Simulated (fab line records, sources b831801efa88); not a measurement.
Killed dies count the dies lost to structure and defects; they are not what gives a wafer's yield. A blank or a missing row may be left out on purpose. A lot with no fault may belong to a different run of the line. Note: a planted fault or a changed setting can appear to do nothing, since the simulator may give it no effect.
Which tool did it? + flow gf180mcu + 11 lots with 33 wafers sampled at 6 steps, on a route of 602 steps

== WHAT THE GAUGES READ, wafer by wafer ==
GF_V2_OVL_MEAS_15. Usual: V2_OVL -2 nm, standard deviation 6.6.
| lot  | measured     | on         | V2_OVL (nm) | flag |
|------|--------------|------------|-------------|------|
| L345 | day 20 16:05 | overlay-01 | 6 2 2       |      |
| L348 | day 21 21:56 | overlay-02 | 4 -5 0      |      |
| L349 | day 22 03:59 | overlay-02 | -1 -6 -2    |      |
| L350 | day 22 12:47 | overlay-01 | -13 -6 -12  |      |
| L356 | day 24 20:08 | overlay-01 | 2 3 9       |      |
| L357 | day 25 05:38 | overlay-02 | -4 5 -8     |      |
| L358 | day 25 13:08 | overlay-01 | 2 -9 1      |      |
| L360 | day 25 22:56 | overlay-02 | -12 1 -4    |      |
| L361 | day 26 06:20 | overlay-01 | -17 -4 -8   |      |
| L363 | day 26 19:23 | overlay-01 | 2 -6 7      |      |
| L367 | day 28 01:23 | overlay-02 | -10 -14 -9  |      |

GF_M3_CD_MEAS_14: target cd 280 nm. Usual: cd_nm reads 279.7 nm (standard deviation 1.3).
| lot  | measured     | on        | cd_nm (nm)        | flag |
|------|--------------|-----------|-------------------|------|
| L345 | day 21 17:22 | cd_sem-02 | 282.3 282.2 282.9 |      |
| L348 | day 22 22:34 | cd_sem-01 | 283.0 281.6 281.6 |      |
| L349 | day 23 04:07 | cd_sem-01 | 278.9 279.0 279.2 |      |
| L350 | day 23 13:44 | cd_sem-01 | 279.9 281.5 280.3 |      |
| L356 | day 25 19:13 | cd_sem-01 | 280.9 280.0 280.5 |      |
| L357 | day 26 04:48 | cd_sem-02 | 279.6 279.3 279.9 |      |
| L358 | day 26 11:46 | cd_sem-01 | 279.6 280.0 279.3 |      |
| L360 | day 26 21:22 | cd_sem-02 | 279.6 279.3 279.5 |      |
| L361 | day 27 04:26 | cd_sem-02 | 277.2 278.5 277.8 |      |
| L363 | day 27 17:23 | cd_sem-01 | 280.0 279.5 279.4 |      |
| L367 | day 28 22:04 | cd_sem-01 | 280.2 280.3 280.3 |      |

GF_V3_RS_MEAS_24: a four-point-probe measurement. Usual: V3_W_RS 0.327 ohm/sq, standard deviation 0.0059.
| lot  | measured     | on            | V3_W_RS (ohm/sq)  | flag |
|------|--------------|---------------|-------------------|------|
| L345 | day 22 19:24 | film_metro-04 | 0.336 0.329 0.331 |      |
| L348 | day 23 23:52 | film_metro-02 | 0.475 0.456 0.458 | OFF  |
| L349 | day 24 04:46 | film_metro-02 | 0.478 0.469 0.479 | OFF  |
| L350 | day 24 13:46 | film_metro-04 | 0.322 0.321 0.322 |      |
| L356 | day 26 18:03 | film_metro-02 | 0.337 0.338 0.338 |      |
| L357 | day 27 03:35 | film_metro-04 | 0.334 0.330 0.333 |      |
| L358 | day 27 10:26 | film_metro-02 | 0.328 0.331 0.327 |      |
| L360 | day 27 19:47 | film_metro-01 | 0.333 0.327 0.326 |      |
| L361 | day 28 02:38 | film_metro-04 | 0.320 0.324 0.320 |      |
| L363 | day 28 15:04 | film_metro-02 | 0.336 0.338 0.335 |      |
| L367 | day 29 19:04 | film_metro-01 | 0.331 0.329 0.328 |      |

GF_V3_THK_MEAS_25: measures by xrf. Usual: V3_W_THK 358 nm, standard deviation 7.6.
| lot  | measured     | on            | V3_W_THK (nm) | flag |
|------|--------------|---------------|---------------|------|
| L345 | day 22 19:31 | film_metro-04 | 346 356 351   |      |
| L348 | day 23 23:59 | film_metro-02 | 246 256 253   | OFF  |
| L349 | day 24 04:53 | film_metro-02 | 243 248 242   | OFF  |
| L350 | day 24 13:53 | film_metro-04 | 367 368 367   |      |
| L356 | day 26 18:10 | film_metro-02 | 347 346 347   |      |
| L357 | day 27 03:41 | film_metro-04 | 351 357 351   |      |
| L358 | day 27 10:34 | film_metro-02 | 357 353 355   |      |
| L360 | day 27 19:55 | film_metro-01 | 351 355 357   |      |
| L361 | day 28 02:44 | film_metro-04 | 368 366 370   |      |
| L363 | day 28 15:11 | film_metro-02 | 349 347 351   |      |
| L367 | day 29 19:11 | film_metro-01 | 354 354 352   |      |

== WHAT TOOL EACH LOT RAN ON (gives the tool, then ch and the chambers of the sampled wafers, and finally the start) ==
| lot  | GF_V2_SPUTTER_21             | GF_V3_CVD_23                  |
|------|------------------------------|-------------------------------|
| L345 | pvd_sputter-02, day 20 16:47 | cvd_w-01 ch 0,1, day 22 19:17 |
| L348 | pvd_sputter-04, day 21 22:38 | cvd_w-01 ch 0,1, day 23 23:45 |
| L349 | pvd_sputter-04, day 22 04:43 | cvd_w-01 ch 0,1, day 24 04:39 |
| L350 | pvd_sputter-01, day 22 13:50 | cvd_w-02 ch 0,1, day 24 13:40 |
| L356 | pvd_sputter-04, day 24 20:50 | cvd_w-01 ch 1, day 26 17:56   |
| L357 | pvd_sputter-01, day 25 06:22 | cvd_w-01 ch 0,1, day 27 03:28 |
| L358 | pvd_sputter-02, day 25 13:53 | cvd_w-01 ch 0,1, day 27 10:20 |
| L360 | pvd_sputter-01, day 25 23:41 | cvd_w-01 ch 0,1, day 27 19:41 |
| L361 | pvd_sputter-01, day 26 07:04 | cvd_w-02 ch 0,1, day 28 02:30 |
| L363 | pvd_sputter-02, day 26 20:11 | cvd_w-01 ch 0,1, day 28 14:56 |
| L367 | pvd_sputter-04, day 28 02:08 | cvd_w-01 ch 0,1, day 29 18:57 |
- GF_V2_SPUTTER_21: material Ti, target thk 15 nm, time 80.02 s.
- GF_V3_CVD_23: deposits W, target thk 350 nm, time 104.9 s.

== AS READ BY THE TOOLS THEMSELVES (means over the sampled wafers that have a number; for cases with no such wafer, the mark the record gives instead) ==
GF_V2_SPUTTER_21. Usual: throttle_valve_pct reads 29.6 % (standard deviation 0.81).
| lot  | tool           | throttle_valve_pct (%) | flag |
|------|----------------|------------------------|------|
| L345 | pvd_sputter-02 | 29.4                   |      |
| L348 | pvd_sputter-04 | 29.4                   |      |
| L349 | pvd_sputter-04 | 29.7                   |      |
| L350 | pvd_sputter-01 | 29.6                   |      |
| L356 | pvd_sputter-04 | 29.3                   |      |
| L357 | pvd_sputter-01 | 29.8                   |      |
| L358 | pvd_sputter-02 | 29.4                   |      |
| L360 | pvd_sputter-01 | 30.0                   |      |
| L361 | pvd_sputter-01 | 30.2                   |      |
| L363 | pvd_sputter-02 | 29.3                   |      |
| L367 | pvd_sputter-04 | 29.7                   |      |

GF_V3_CVD_23. Usual: heater_power_outer_w 520 W, standard deviation 93; heater_power_w 833 W, standard deviation 160.
| lot  | tool     | heater_power_outer_w (W) | heater_power_w (W) | flag |
|------|----------|--------------------------|--------------------|------|
| L345 | cvd_w-01 | 504                      | 768                |      |
| L348 | cvd_w-01 | 509                      | 765                |      |
| L349 | cvd_w-01 | 453                      | 723                |      |
| L350 | cvd_w-02 | 586                      | 977                |      |
| L356 | cvd_w-01 | 408                      | 715                |      |
| L357 | cvd_w-01 | 452                      | 729                |      |
| L358 | cvd_w-01 | 463                      | 741                |      |
| L360 | cvd_w-01 | 510                      | 777                |      |
| L361 | cvd_w-02 | 543                      | 859                |      |
| L363 | cvd_w-01 | 456                      | 735                |      |
| L367 | cvd_w-01 | 459                      | 735                |      |

== THE ANSWER, worked out from the rows above alone ==
Rule: take the mean of a lot's wafers that have a number; if it is more than 3 standard deviations from the usual mean, the lot is off. A lot without any number at a reading at which 4 lots or more have one is off too. Any other lot the step has rows for is counted as sound. The gauges are gone through in route order, then the tools' own readings, and for those a lot's mean is taken as printed above. At the first step where some lot is off, the reading lying furthest off is the one used; lots without a number count as furthest.
Off: at GF_V3_RS_MEAS_24 (V3_W_RS), L348, L349.
If a tool, at a process step before that reading, ran all the lots that are off and no sound lot after the first of them, it fits. Gauges at GF_V3_RS_MEAS_24: tried the same way as those tools. No candidate that was tried fits.

== WHAT THE SIMULATOR HAD INSERTED ==
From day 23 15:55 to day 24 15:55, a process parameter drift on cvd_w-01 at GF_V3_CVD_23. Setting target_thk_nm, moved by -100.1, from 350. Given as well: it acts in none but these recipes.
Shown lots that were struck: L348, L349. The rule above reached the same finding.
